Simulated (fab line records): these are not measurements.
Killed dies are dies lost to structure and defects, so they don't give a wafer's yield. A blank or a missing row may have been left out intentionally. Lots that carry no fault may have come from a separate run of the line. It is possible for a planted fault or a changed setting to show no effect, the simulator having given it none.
Commonality check across tools || flow gf180mcu || 36 wafers sampled across 12 lots

== WHAT PROMPTED THE OPENING ==
At GF_HV_LDD_CD_MEAS_19 the reading cd-nm is flagged on 4 of 12 lots. Wafers without a fault read 399.7 nm, standard deviation 2.5.
Rule: a lot gets a flag if all its wafers with a number sit over 4 standard deviations from that mean, or if no wafer of it has a number. As for the other lots, they are considered sound.

{"lot": "L592", "measured": "day 10 14:04", "on": "cd-sem-01", "cd-nm (nm), wafer by wafer": "405.8 404.5 403.1", "flag": ""}
{"lot": "L593", "measured": "day 11 02:39", "on": "cd-sem-01", "cd-nm (nm), wafer by wafer": "398.5 399.7 399.9", "flag": ""}
{"lot": "L594", "measured": "day 11 07:22", "on": "cd-sem-01", "cd-nm (nm), wafer by wafer": "403.9 399.6 402.1", "flag": ""}
{"lot": "L595", "measured": "day 11 16:01", "on": "cd-sem-01", "cd-nm (nm), wafer by wafer": "400.2 398.0 398.8", "flag": ""}
{"lot": "L596", "measured": "day 12 07:48", "on": "cd-sem-01", "cd-nm (nm), wafer by wafer": "402.4 401.4 403.7", "flag": ""}
{"lot": "L602", "measured": "day 13 21:01", "on": "cd-sem-01", "cd-nm (nm), wafer by wafer": "371.9 372.1 373.5", "flag": "FLAGGED"}
{"lot": "L603", "measured": "day 14 09:50", "on": "cd-sem-02", "cd-nm (nm), wafer by wafer": "374.0 371.1 372.7", "flag": "FLAGGED"}
{"lot": "L604", "measured": "day 14 16:16", "on": "cd-sem-02", "cd-nm (nm), wafer by wafer": "372.5 369.5 370.3", "flag": "FLAGGED"}
{"lot": "L606", "measured": "day 15 11:42", "on": "cd-sem-01", "cd-nm (nm), wafer by wafer": "365.4 365.2 366.1", "flag": "FLAGGED"}
{"lot": "L609", "measured": "day 16 05:13", "on": "cd-sem-02", "cd-nm (nm), wafer by wafer": "404.1 403.0 400.9", "flag": ""}
{"lot": "L611", "measured": "day 16 21:10", "on": "cd-sem-02", "cd-nm (nm), wafer by wafer": "399.7 399.5 398.4", "flag": ""}
{"lot": "L613", "measured": "day 17 10:01", "on": "cd-sem-01", "cd-nm (nm), wafer by wafer": "398.3 401.1 400.9", "flag": ""}
The mean of the flagged lots' numbers is 370.4 nm, -29.3 nm from the usual (-12 standard deviations).

== WHICH TOOL RAN EACH LOT ==
The record holds 3 process steps before the reading, out of a route of 602 steps. Read each cell as the tool, then ch plus the chambers that the sampled wafers visited, then the start.
{"lot": "L592", "flag": "", "GF_POLY_GATE_ETCH_13": "rie-si-01 ch 0,1,2, day 8 23:25", "GF_POLY_GATE_STRIP_14": "plasma-asher-03 ch 0,1, day 8 23:31", "GF_HV_LDD_EXPOSE_16": "iline-stepper-01 ch 0, day 10 05:00"}
{"lot": "L593", "flag": "", "GF_POLY_GATE_ETCH_13": "rie-si-02 ch 0,1, day 9 13:01", "GF_POLY_GATE_STRIP_14": "plasma-asher-04 ch 0,1, day 9 13:06", "GF_HV_LDD_EXPOSE_16": "iline-stepper-02 ch 0, day 10 17:47"}
{"lot": "L594", "flag": "", "GF_POLY_GATE_ETCH_13": "rie-si-02 ch 1,2,3, day 9 17:22", "GF_POLY_GATE_STRIP_14": "plasma-asher-04 ch 0,1, day 9 17:25", "GF_HV_LDD_EXPOSE_16": "iline-stepper-02 ch 0, day 10 22:41"}
{"lot": "L595", "flag": "", "GF_POLY_GATE_ETCH_13": "rie-si-01 ch 0,1,3, day 10 00:49", "GF_POLY_GATE_STRIP_14": "plasma-asher-01 ch 0,1, day 10 00:52", "GF_HV_LDD_EXPOSE_16": "iline-stepper-01 ch 0, day 11 06:33"}
{"lot": "L596", "flag": "", "GF_POLY_GATE_ETCH_13": "rie-si-01 ch 1,2,3, day 10 16:04", "GF_POLY_GATE_STRIP_14": "plasma-asher-01 ch 0,1, day 10 16:07", "GF_HV_LDD_EXPOSE_16": "iline-stepper-02 ch 0, day 11 22:15"}
{"lot": "L602", "flag": "FLAGGED", "GF_POLY_GATE_ETCH_13": "rie-si-01 ch 1,2, day 12 02:31", "GF_POLY_GATE_STRIP_14": "plasma-asher-04 ch 0,1, day 12 02:37", "GF_HV_LDD_EXPOSE_16": "iline-stepper-01 ch 0, day 13 11:13"}
{"lot": "L603", "flag": "FLAGGED", "GF_POLY_GATE_ETCH_13": "rie-si-01 ch 0,1,2, day 12 16:49", "GF_POLY_GATE_STRIP_14": "plasma-asher-01 ch 0,1, day 12 16:52", "GF_HV_LDD_EXPOSE_16": "iline-stepper-01 ch 0, day 13 23:55"}
{"lot": "L604", "flag": "FLAGGED", "GF_POLY_GATE_ETCH_13": "rie-si-01 ch 1,2, day 12 22:40", "GF_POLY_GATE_STRIP_14": "plasma-asher-01 ch 0, day 12 22:43", "GF_HV_LDD_EXPOSE_16": "iline-stepper-01 ch 0, day 14 06:22"}
{"lot": "L606", "flag": "FLAGGED", "GF_POLY_GATE_ETCH_13": "rie-si-01 ch 0,1,3, day 13 16:07", "GF_POLY_GATE_STRIP_14": "plasma-asher-04 ch 0,1, day 13 16:12", "GF_HV_LDD_EXPOSE_16": "iline-stepper-01 ch 0, day 15 00:50"}
{"lot": "L609", "flag": "", "GF_POLY_GATE_ETCH_13": "rie-si-02 ch 0,1, day 14 08:49", "GF_POLY_GATE_STRIP_14": "plasma-asher-01 ch 0,1, day 14 08:54", "GF_HV_LDD_EXPOSE_16": "iline-stepper-02 ch 0, day 15 18:14"}
{"lot": "L611", "flag": "", "GF_POLY_GATE_ETCH_13": "rie-si-02 ch 1,2, day 15 00:07", "GF_POLY_GATE_STRIP_14": "plasma-asher-04 ch 0,1, day 15 00:12", "GF_HV_LDD_EXPOSE_16": "iline-stepper-02 ch 0, day 16 10:16"}
{"lot": "L613", "flag": "", "GF_POLY_GATE_ETCH_13": "rie-si-02 ch 0,2,3, day 15 12:13", "GF_POLY_GATE_STRIP_14": "plasma-asher-01 ch 0,1, day 15 12:16", "GF_HV_LDD_EXPOSE_16": "iline-stepper-02 ch 0, day 16 23:33"}
What is done by these steps:
- GF_POLY_GATE_ETCH_13: etches poly-Si in HBr/Cl2, stops on SiO2, target depth 198.5 nm, time 69.6 s.
- GF_POLY_GATE_STRIP_14: strips in O2/N2.
- GF_HV_LDD_EXPOSE_16: exposes mask Pplus LV AREA, target cd 400 nm.
- GF_HV_LDD_CD_MEAS_19: target cd 400 nm.

== FLAGGED OVER TOTAL, TOOL BY TOOL (the gauges that took the reading come last) ==
{"step": "GF_POLY_GATE_ETCH_13", "tool": "rie-si-01", "lots run": 7, "flagged": 4, "share of the flagged lots": "all", "sound lots run after its first flagged lot": 0}
{"step": "GF_POLY_GATE_ETCH_13", "tool": "rie-si-02", "lots run": 5, "flagged": 0, "share of the flagged lots": "none", "sound lots run after its first flagged lot": "-"}
{"step": "GF_POLY_GATE_STRIP_14", "tool": "plasma-asher-01", "lots run": 6, "flagged": 2, "share of the flagged lots": "some", "sound lots run after its first flagged lot": "2 (L609,L613)"}
{"step": "GF_POLY_GATE_STRIP_14", "tool": "plasma-asher-03", "lots run": 1, "flagged": 0, "share of the flagged lots": "none", "sound lots run after its first flagged lot": "-"}
{"step": "GF_POLY_GATE_STRIP_14", "tool": "plasma-asher-04", "lots run": 5, "flagged": 2, "share of the flagged lots": "some", "sound lots run after its first flagged lot": "1 (L611)"}
{"step": "GF_HV_LDD_EXPOSE_16", "tool": "iline-stepper-01", "lots run": 6, "flagged": 4, "share of the flagged lots": "all", "sound lots run after its first flagged lot": 0}
{"step": "GF_HV_LDD_EXPOSE_16", "tool": "iline-stepper-02", "lots run": 6, "flagged": 0, "share of the flagged lots": "none", "sound lots run after its first flagged lot": "-"}
{"step": "GF_HV_LDD_CD_MEAS_19", "tool": "cd-sem-01", "lots run": 8, "flagged": 2, "share of the flagged lots": "some", "sound lots run after its first flagged lot": "1 (L613)"}
{"step": "GF_HV_LDD_CD_MEAS_19", "tool": "cd-sem-02", "lots run": 4, "flagged": 2, "share of the flagged lots": "some", "sound lots run after its first flagged lot": "2 (L609,L611)"}

== WHAT THE TABLE ALLOWS ==
2 rows of the table ran every flagged lot: rie-si-01 at GF_POLY_GATE_ETCH_13, iline-stepper-01 at GF_HV_LDD_EXPOSE_16.
- rie-si-01 at GF_POLY_GATE_ETCH_13 ran 7 lots, 4 of them flagged. Last sound lot L596 at day 10 16:04, first flagged lot L602 at day 12 02:31; a fault beginning in between fits.
- iline-stepper-01 at GF_HV_LDD_EXPOSE_16 ran 6 lots, 4 of them flagged. Last sound lot L595 at day 11 06:33, first flagged lot L602 at day 13 11:13; a fault beginning in between fits. Its own readings lie more than 4 standard deviations out on every wafer of the flagged lots: exposure-dose-mJ-cm2.
Counting lots can't tell these 2 tools apart, because each fits a fault that began at some hour. More lots, or a look at what each step does to the wafer, might.

== WHAT THE SIMULATOR HAD PUT IN ==
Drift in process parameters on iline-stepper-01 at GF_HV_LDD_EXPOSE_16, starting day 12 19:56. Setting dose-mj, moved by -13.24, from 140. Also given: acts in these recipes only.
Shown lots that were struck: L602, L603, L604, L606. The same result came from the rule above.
